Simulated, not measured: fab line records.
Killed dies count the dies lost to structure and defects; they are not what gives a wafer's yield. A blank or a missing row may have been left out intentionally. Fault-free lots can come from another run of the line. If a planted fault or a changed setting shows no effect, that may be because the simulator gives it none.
A struck lot beside a sound one ; flow gf180mcu ; 16 out of 602 route steps
Sound: the wafers L845.1, L845.2, L845.5. Struck: wafer L856.6. (L856.1 of the same lot was not struck and is left out.) The cause comes at the end.
At each step with rows: each side's tool, then ch and its chambers, then its first start. Under that, the readings that differ: sound wafers ; struck wafers ; difference of the means ; sigmas: that difference in standard deviations of wafers without a fault.
alike: same words and numbers on both sides, and readings whose means sit less than 2 such deviations apart. not compared: any withheld reading, any reading some wafer has no value for, any bound like >300 that may hide the same value, and any number with overlapping values for which the record gives no deviation.
The two part at a step that has a row with sigmas, a row that says differs or no value, or rows on one side only. Non-overlapping numbers with no deviation appear without sigmas and do not part them. A reading missing from all wafers of one side parts the sides only when that side holds two or more wafers.

GF_HV_LDD_RS_MEAS_53: uses a four-point probe to measure.
  sound on film metro-04 at day 13 00:26; struck on film metro-02 at day 17 05:58
  alike: HV_LDD_RS
then, 1 step without rows for these wafers: GF_HV_LDD_CVD_54 (deposits SiO2 from TEOS, target thk 10 nm, time 75 s).
GF_HV_LDD_THK_MEAS_55:
  sound on film metro-02 at day 13 01:35; struck on film metro-02 at day 17 07:07
  alike: HV_LDD_CVD_54_THK
then, 1 step without rows for these wafers: GF_HV_LDD_CVD_56 (deposits Si3N4 from DCS/NH3, target thk 90 nm, time 1543 s).
GF_HV_LDD_THK_MEAS_57:
  sound on film metro-02 at day 13 03:47; struck on film metro-04 at day 17 08:35
  alike: HV_LDD_CVD_56_THK
GF_HV_LDD_ETCHBACK_58: etches Si3N4 in CH3F/O2, stops on SiO2, time 100 s, target depth 90 nm.
  sound on rie diel-01 ch 0,1,2, day 13 03:51; struck on rie diel-01 ch 3, day 17 08:39
  alike: ch3f flow sccm, drypump motor current A, oes product au, throttle valve pct
  not compared: rf hours counter h
then, 6 steps without rows for these wafers: GF_NSD_DEHYDRATE_00 (time 60 s); GF_NSD_HMDS_01 (prime time 60 s); GF_NSD_COAT_02 (resist thk 1000 nm); GF_NSD_SOFTBAKE_03 (time 60 s); GF_NSD_EXPOSE_04 (exposes mask Nplus, target cd 400 nm); GF_NSD_PEB_05.
GF_NSD_DEVELOP_06: develop time 60 s.
  sound on litho track-03 ch 0, day 13 23:59; struck on litho track-01 ch 0, day 18 08:16
  alike: chill plate temp C, exhaust pa
GF_NSD_CD_MEAS_07 targets a cd of 400 nm.
  sound on cd sem-02 at day 14 00:08; struck on cd sem-02 at day 18 08:25
reading;sound;struck;difference;sigmas
cd nm (nm);396.2 395.0 395.9;411.1;+15.4;+7
GF_NSD_OVL_MEAS_08:
  sound on overlay-02 at day 14 00:16; struck on overlay-02 at day 18 08:32
  alike: NSD_OVL
then, 1 step without rows for these wafers: GF_PASSIVATION_PROBE_99.

== WHERE THEY PART ==
Within this record, at GF_NSD_CD_MEAS_07 only. Later steps at which nothing parts them and some readings are alike: GF_NSD_OVL_MEAS_08.

WHY: the cause the simulator had injected
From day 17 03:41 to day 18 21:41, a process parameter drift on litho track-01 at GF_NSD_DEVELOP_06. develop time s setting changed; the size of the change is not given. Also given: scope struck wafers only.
